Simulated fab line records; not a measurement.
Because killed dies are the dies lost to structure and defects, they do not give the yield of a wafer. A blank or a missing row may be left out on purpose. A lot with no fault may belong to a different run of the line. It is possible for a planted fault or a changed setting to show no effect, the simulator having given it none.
A struck lot beside a sound one | flow sfq-line | 42 out of 325 route steps
Sound: these wafers, L807.4, L807.5, L807.6. The struck wafers were L820.1, L820.4, L820.6. At the end, the cause is stated.
At each step with rows: each side's tool, then ch and its chambers, then its first start. Under that, the readings that differ: sound wafers | struck wafers | difference of the means | sigmas: that difference in standard deviations of wafers without a fault.
alike: readings whose means differ by less than 2 such deviations, and words and numbers that are the same on both sides. not compared: withheld readings, readings that some wafer has no value for, bounds like >300 that may hide the same value, and numbers for which the record gives no deviation and whose values overlap.
The two part at a step that has a row with sigmas, a row that says differs or no value, or rows on one side only. Numbers that don't overlap but have no deviation are shown without sigmas and don't part them. A reading missing from all wafers of one side parts the sides only when that side holds two or more wafers.

first, 6 steps without rows for these wafers: SFQ_TRILAYER_M4_LITHO_COAT_098 (resist thk 62 nm); SFQ_TRILAYER_M4_LITHO_COAT_093 (resist thk 600 nm); SFQ_TRILAYER_M4_LITHO_SOFTBAKE_097; SFQ_TRILAYER_M4_LITHO_EXPOSE_094 (exposes mask M4, target cd 500 nm); SFQ_TRILAYER_M4_LITHO_PEB_096 (peb time 60 s); SFQ_TRILAYER_M4_LITHO_DEVELOP_095 (time 60 s).
SFQ_M4_OVL_MEAS_926:
  sound on overlay-02, day 41 01:17; struck on overlay-02, day 45 13:46
  alike: M4_OVL
then, 1 step without rows for these wafers: SFQ_TRILAYER_M4_BARC_OPEN_METAL_ETCH_123 (etches BARC in O2, target depth 125 nm, time 41.7 s).
SFQ_TRILAYER_M4_ETCH_METAL_ETCH_096: etches Nb in Cl2/Ar, stops on SiO2, target depth 240 nm, time 120 s.
  sound on rie-metal-01 ch 0,1, day 41 01:24; struck on rie-metal-03 ch 0,1, day 45 13:51
  reading                     | sound       | struck      | difference | sigmas
  drypump-motor-current-A (A) | 5.5 5.3 5.6 | 6.2 6.6 6.6 | +1.0       | +2
  alike: oes-product-au
  not compared: rf-hours-counter-h
then, 2 steps without rows for these wafers: SFQ_TRILAYER_M4_STRIP_STRIP_097 (strips in O2); SFQ_TRILAYER_M4_STRIP_SOLV_CLEAN_098 (cleans in NMP, time 600 s).
SFQ_TRILAYER_I4_DEP_PECVD_099: deposits SiO2 from SiH4/N2O, time 111.11 s, target thk 500 nm.
  sound on pecvd-02 ch 0,1,2, day 41 02:18; struck on pecvd-02 ch 0,2, day 45 14:45
  alike: heater-power-w, susceptor-temp-C, throttle-valve-pct
SFQ_TRILAYER_I4_CMP_CMP_100: polishes SiO2.
  sound on cmp-01 ch 0,3, day 41 10:53; struck on cmp-02 ch 0,1,2, day 45 17:18
  reading                                             | sound           | struck          | difference | sigmas
  model.SiO2_of_TRILAYER_I4_DEP_PECVD_099.thk-nm (nm) | 199 197.9 199.5 | 179.2 180 177.7 | -19.8      |
  alike: motor-current-A, retaining-ring-pressure-frac, slurry-filter-dp-kPa, time-to-endpoint-s
SFQ_I4_BOW_MEAS_927:
  sound on film-metro-02, day 41 13:26; struck on film-metro-02, day 45 19:48
  reading     | sound      | struck | difference | sigmas
  I4_BOW (um) | -8 -11 -10 | 7 8 12 | +19        | +2
SFQ_TRILAYER_I4_METRO_MEASURE_101:
  sound on film-metro-02, day 41 14:06; struck on film-metro-02, day 45 19:55
  reading     | sound             | struck            | difference | sigmas
  thk-nm (nm) | 199.0 197.9 199.6 | 179.4 180.0 177.6 | -19.8      | -15
then, 6 steps without rows for these wafers: SFQ_TRILAYER_I4_VIA_LITHO_COAT_108 (resist thk 62 nm); SFQ_TRILAYER_I4_VIA_LITHO_COAT_103 (resist thk 650 nm); SFQ_TRILAYER_I4_VIA_LITHO_SOFTBAKE_107; SFQ_TRILAYER_I4_VIA_LITHO_EXPOSE_104 (exposes mask I4, target cd 700 nm); SFQ_TRILAYER_I4_VIA_LITHO_PEB_106 (peb time 60 s); SFQ_TRILAYER_I4_VIA_LITHO_DEVELOP_105 (time 60 s).
-- the record jumps here: 5 days lie between the struck wafers' starts before and after --
SFQ_I4_OVL_MEAS_928:
  sound on overlay-01, day 47 07:54; struck on overlay-01, day 50 13:35
  alike: I4_OVL
then, 1 step without rows for these wafers: SFQ_TRILAYER_I4_VIA_BARC_OPEN_VIA_ETCH_146 (etches BARC in O2, target depth 125 nm, time 41.7 s).
SFQ_TRILAYER_I4_VIA_ETCH_VIA_ETCH_106: etches SiO2 in CHF3, stops on Nb, target depth 260 nm.
  sound on rie-diel-03 ch 2,3, day 47 07:58; struck on rie-diel-04 ch 0,1,3, day 50 13:40
  reading                        | sound             | struck            | difference | sigmas
  oes-product-au (a.u.)          | 0.848 0.850 0.859 | 0.805 0.807 0.803 | -0.047     | -9
  model.etch.depth-nm (nm)       | 199 197.9 199.5   | 179.2 180 177.7   | -19.8      |
  model.I4.feature-depth-nm (nm) | 199 197.9 199.5   | 179.2 180 177.7   | -19.8      |
  alike: drypump-motor-current-A
SFQ_TRILAYER_I4_VIA_STRIP_STRIP_107: strips in O2.
  sound on rie-metal-04 ch 0,1, day 47 08:16; struck on rie-metal-04 ch 1, day 50 13:46
  alike: drypump-motor-current-A, oes-product-au
  not compared: rf-hours-counter-h
then, 2 steps without rows for these wafers: SFQ_TRILAYER_I4_VIA_STRIP_SOLV_CLEAN_108 (cleans in NMP, time 600 s); SFQ_TRILAYER_JJ_TRILAYER_DEP_PRE_CLEAN_113 (time 22.5 s).
SFQ_TRILAYER_JJ_TRILAYER_DEP_SPUTTER_109: material Nb, target thk 150 nm, time 100 s.
  sound on pvd-sputter-05, day 47 08:52; struck on pvd-sputter-05, day 50 14:35
  alike: base-pressure-pa, throttle-valve-pct
then, 3 steps without rows for these wafers: SFQ_TRILAYER_JJ_TRILAYER_DEP_SPUTTER_110 (material Al, target thk 8 nm, time 10 s); SFQ_TRILAYER_JJ_TRILAYER_DEP_AL_OXIDATION_111 (oxidation time 600 s); SFQ_TRILAYER_JJ_TRILAYER_DEP_SPUTTER_112 (material Nb, target thk 170 nm, time 113.3 s).
SFQ_JJ_RS_MEAS_929: a four-point-probe measurement.
  sound on film-metro-03, day 47 10:07; struck on film-metro-03, day 50 15:45
  alike: JJ_NB_RS
then, 6 steps without rows for these wafers: SFQ_TRILAYER_JJ_CE_LITHO_COAT_119 (resist thk 62 nm); SFQ_TRILAYER_JJ_CE_LITHO_COAT_114 (resist thk 600 nm); SFQ_TRILAYER_JJ_CE_LITHO_SOFTBAKE_118; SFQ_TRILAYER_JJ_CE_LITHO_EXPOSE_115 (exposes mask J5, target cd 700 nm); SFQ_TRILAYER_JJ_CE_LITHO_PEB_117 (peb time 60 s); SFQ_TRILAYER_JJ_CE_LITHO_DEVELOP_116 (time 60 s).
-- the record jumps here: 5 days lie between the struck wafers' starts before and after --
SFQ_JJ_OVL_MEAS_931:
  sound on overlay-02, day 47 12:37; struck on overlay-02, day 55 16:49
  alike: J5_OVL
SFQ_TRILAYER_JJ_CE_METRO_MEASURE_117:
  sound on cd-sem-02, day 47 13:14; struck on cd-sem-02, day 55 16:52
  alike: cd-nm
then, 1 step without rows for these wafers: SFQ_TRILAYER_JJ_CE_BARC_OPEN_RIE_150 (chemistry O2, target BARC, target depth 240 nm, time 80 s).
-- the record jumps here: 6 days lie between the struck wafers' starts before and after --
SFQ_TRILAYER_M5_ETCH_METAL_ETCH_126: etches Nb in Cl2/BCl3, stops on SiO2, time 203.2 s, target depth 265 nm.
  sound on rie-metal-03 ch 0,1, day 52 12:32; struck on rie-metal-01 ch 0,1, day 61 07:15
  reading                                             | sound             | struck            | difference | sigmas
  drypump-motor-current-A (A)                         | 6.2 6.6 6.2       | 5.6 5.3 5.3       | -0.9       | -2
  model.SiO2_of_TRILAYER_I4_DEP_PECVD_099.thk-nm (nm) | 179.1 178.3 179.7 | 159.1 160.4 158.1 | -19.8      |
  alike: oes-product-au
  not compared: rf-hours-counter-h

WHERE THEY PART
At SFQ_TRILAYER_M4_ETCH_METAL_ETCH_096 first; at SFQ_TRILAYER_M5_ETCH_METAL_ETCH_126 last (within this record only).

WHY: what had been put in by the simulator
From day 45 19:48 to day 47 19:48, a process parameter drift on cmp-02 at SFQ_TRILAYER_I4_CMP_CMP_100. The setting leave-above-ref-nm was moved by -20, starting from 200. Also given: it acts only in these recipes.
